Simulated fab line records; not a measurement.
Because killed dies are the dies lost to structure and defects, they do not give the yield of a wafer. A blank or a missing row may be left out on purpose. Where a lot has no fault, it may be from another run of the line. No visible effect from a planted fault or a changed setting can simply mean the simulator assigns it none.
A single fault, viewed from 2 desks ; flow gf180mcu ; numbers are kept per desk, each desk with only its own; the story behind them comes last

## THE TOOL OWNER'S DESK: rie-diel-04
The tool's own readings at GF_CONTACT_ETCH_17 (etches SiO2 in C4F8/O2/Ar, stops on CoSi2, target depth 860 nm): means of the sampled wafers that have a number, for each lot that ran on this tool. The brackets show how far a lot's mean lies from the usual mean; more than 4 standard deviations puts the lot out of limits, marked OUT.
Columns: A = bias-w at GF_CONTACT_ETCH_17, usual 1200 W; B = chamber-pressure-mTorr at GF_CONTACT_ETCH_17, usual 40.00 mTorr; C = oes-product-au at GF_CONTACT_ETCH_17, usual 0.814 a.u.; D = rf-fwd-power-W at GF_CONTACT_ETCH_17, usual 1496 W
lot;first seen here;A;B;C;D
L973;day 21 20:00;1201;40.00;0.813;1497
L974;day 22 04:00;1199;40.01;0.818;1500
L977;day 23 07:00;1200;39.98;0.816;1496
L979;day 24 08:00;1200;40.04;0.814;1494
Result from this desk: across the 4 lots, nothing is out of limits.

## AT THE METROLOGY DESK
What the gauges read, lot by lot, whatever tool the lot ran on: means of the sampled wafers that have a number. The brackets show how far a lot's mean lies from the usual mean; more than 4 standard deviations puts the lot out of limits, marked OUT.
Columns: A = SAB_CVD_00_THK at GF_SAB_THK_MEAS_01, usual 50.4 nm
lot;first seen here;A
L958;day 14 09:52;50.7
L960;day 15 00:56;50.4
L962;day 15 20:30;49.0
L966;day 17 11:59;50.1
L971;day 19 03:57;50.6
L972;day 19 12:30;50.2
L973;day 19 19:22;50.4
L974;day 20 03:19;50.8
L975;day 20 06:35;50.4
L976;day 20 23:37;50.0
L977;day 21 06:58;51.1
L979;day 22 09:11;49.6
Result from this desk: across the 12 lots, nothing is out of limits.

## TAKEN TOGETHER
The desk of the tool owner found nothing out of limits.
The metrology desk saw nothing out of limits.

## WHAT WAS PUT IN BY THE SIMULATOR
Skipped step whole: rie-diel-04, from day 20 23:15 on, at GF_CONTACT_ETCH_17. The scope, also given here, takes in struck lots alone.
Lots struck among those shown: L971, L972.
